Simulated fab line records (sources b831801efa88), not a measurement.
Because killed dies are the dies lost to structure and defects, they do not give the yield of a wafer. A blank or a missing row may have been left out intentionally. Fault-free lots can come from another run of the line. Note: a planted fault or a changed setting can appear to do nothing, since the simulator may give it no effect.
Which tool is to blame?	flow sky130	11 lots, 33 wafers sampled, at 2 steps of a route of 708

## WHAT THE GAUGES READ, wafer by wafer
SKY_VIA3_BOW_MEAS_03. Usual: for VIA3_BOW the level is 79 um and the standard deviation is 8.4.
lot	measured	on	VIA3_BOW (um)	flag
L763	day 38 10:55	film_metro-04	76 69 66	
L766	day 39 19:43	film_metro-01	74 87 90	
L771	day 41 11:07	film_metro-04	77 64 77	
L774	day 41 22:46	film_metro-01	92 85 88	
L773	day 41 23:57	film_metro-03	56 88 80	
L775	day 42 08:47	film_metro-03	71 70 76	
L777	day 43 00:25	film_metro-03	75 86 86	
L779	day 43 21:17	film_metro-03	64 69 66	
L782	day 44 08:28	film_metro-01	72 79 79	
L783	day 44 10:29	film_metro-04	71 68 66	
L785	day 44 13:03	film_metro-03	72 77 79	

SKY_CAP2M_THK_MEAS_01. Usual: for CAP2M_CVD_00_THK the level is 15.50 nm and the standard deviation is 0.26.
lot	measured	on	CAP2M_CVD_00_THK (nm)	flag
L763	day 39 13:23	film_metro-01	15.05 15.32 15.72	
L766	day 40 21:31	film_metro-01	15.55 15.71 15.42	
L771	day 42 12:41	film_metro-01	15.10 15.68 15.68	
L774	day 43 00:17	film_metro-01	15.66 15.99 15.65	
L773	day 43 01:09	film_metro-02	15.95 15.73 15.78	
L775	day 43 10:44	film_metro-01	15.47 15.54 15.95	
L777	day 44 01:01	film_metro-04	15.30 15.35 15.51	
L779	day 44 20:55	film_metro-01	15.70 15.60 16.04	
L782	day 45 07:48	film_metro-04	16.00 15.48 15.74	
L783	day 45 10:05	film_metro-02	15.47 15.78 15.59	
L785	day 45 11:57	film_metro-01	15.38 15.47 15.42	

## TOOL THAT RAN EACH LOT (tool first, then ch and the chambers of the sampled wafers, then the start)
There is no process step in the record ahead of these readings.

## WHAT THE TOOLS THEMSELVES READ (means of the sampled wafers that have a number; where no wafer has one, the mark that the record gives instead)
The record holds no such reading with a usual standard deviation.

## THE ANSWER, worked out from the rows above alone
Rule: lot off if the mean of its wafers having a number is beyond 3 standard deviations from the usual mean. Also off: a lot with no number at a reading for which 4 or more lots have one. Where the step has rows for the other lots, those lots are counted as sound. Order of review: gauges by route order, followed by the tools' own readings, for which a lot's mean as printed above is used. The first step at which some lot is off is used, and at that step the reading that is off furthest; a lot without a number counts as furthest.
None of the lots is off at any reading shown; this tells nothing.

## WHAT THE SIMULATOR HAD PUT IN
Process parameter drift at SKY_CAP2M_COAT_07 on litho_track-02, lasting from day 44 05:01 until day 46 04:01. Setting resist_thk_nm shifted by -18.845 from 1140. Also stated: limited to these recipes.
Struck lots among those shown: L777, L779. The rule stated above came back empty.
